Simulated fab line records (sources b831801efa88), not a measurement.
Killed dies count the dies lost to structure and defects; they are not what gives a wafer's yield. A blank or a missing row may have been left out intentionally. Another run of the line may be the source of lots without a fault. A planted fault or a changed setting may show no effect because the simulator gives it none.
Struck lot and sound lot, side by side / flow sky130 / 14 out of 708 route steps
Sound: these wafers, L518.2, L518.3, L518.4. Struck: wafers L523.1, L523.4, L523.5. Last of all comes the cause.
Per side, at each step with rows, come the tool, then ch with its chambers, and then its first start. Under that, the readings that differ: sound wafers / struck wafers / difference of the means / sigmas: that difference in standard deviations of wafers without a fault.
alike: same words and numbers on both sides, and readings whose means sit less than 2 such deviations apart. not compared: any withheld reading, any reading some wafer has no value for, any bound like >300 that may hide the same value, and any number with overlapping values for which the record gives no deviation.
The two part at a step that has a row with sigmas, a row that says differs or no value, or rows on one side only. When numbers do not overlap yet have no deviation, they are printed without sigmas and do not part them. A reading that every wafer of one side lacks parts them only if that side has two wafers or more.

first, 4 steps without rows for these wafers: SKY_LDD_HVN_SOFTBAKE_03 (time 60 s); SKY_LDD_HVN_EXPOSE_04 (exposes mask HVNTM, target cd 700 nm); SKY_LDD_HVN_PEB_05; SKY_LDD_HVN_DEVELOP_06 (develop time 60 s).
SKY_LDD_HVN_OVL_MEAS_07:
  sound on overlay-01 at day 19 23:41; struck on overlay-02 at day 22 07:55
  alike: LDD_HVN_OVL
then, 1 step without rows for these wafers: SKY_LDD_HVN_IMPLANT_08.
SKY_LDD_HVN_STRIP_09: strips in O2/N2.
  sound on plasma-asher-02 ch 0,1, day 19 23:52; struck on plasma-asher-02 ch 1, day 22 08:07
  alike: drypump-motor-current-A, oes-product-au, strip-time-to-endpoint-s
  not compared: rf-hours-counter-h
SKY_LDD_HVN_TW_MEAS_10:
  sound on film-metro-04 at day 19 23:59; struck on film-metro-04 at day 22 08:13
  alike: LDD_HVN_TW
then, 4 steps without rows for these wafers: SKY_LDD_HVP_DEHYDRATE_00 (time 60 s); SKY_LDD_HVP_HMDS_01 (prime time 60 s); SKY_LDD_HVP_COAT_02 (resist thk 300 nm); SKY_LDD_HVP_SOFTBAKE_03 (time 60 s).
SKY_LDD_HVP_EXPOSE_04: exposes mask HVPTM, target cd 700 nm.
  sound on iline-stepper-02 ch 0, day 20 15:23; struck on iline-stepper-02, day 22 23:34
  no value came back on the struck wafers for exposure-dose-mJ-cm2, focus-offset-nm (nm); on the sound wafers exposure-dose-mJ-cm2 reads 85.96 85.87 86.03
  alike: mask
then, 1 step without rows for these wafers: SKY_LDD_HVP_PEB_05.

== WHERE THEY PART ==
At SKY_LDD_HVP_EXPOSE_04 and nowhere else, as far as this record goes.

WHY: what the simulator had put in
Entire step skipped (iline-stepper-02, SKY_LDD_HVP_EXPOSE_04), from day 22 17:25 onward. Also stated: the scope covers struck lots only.
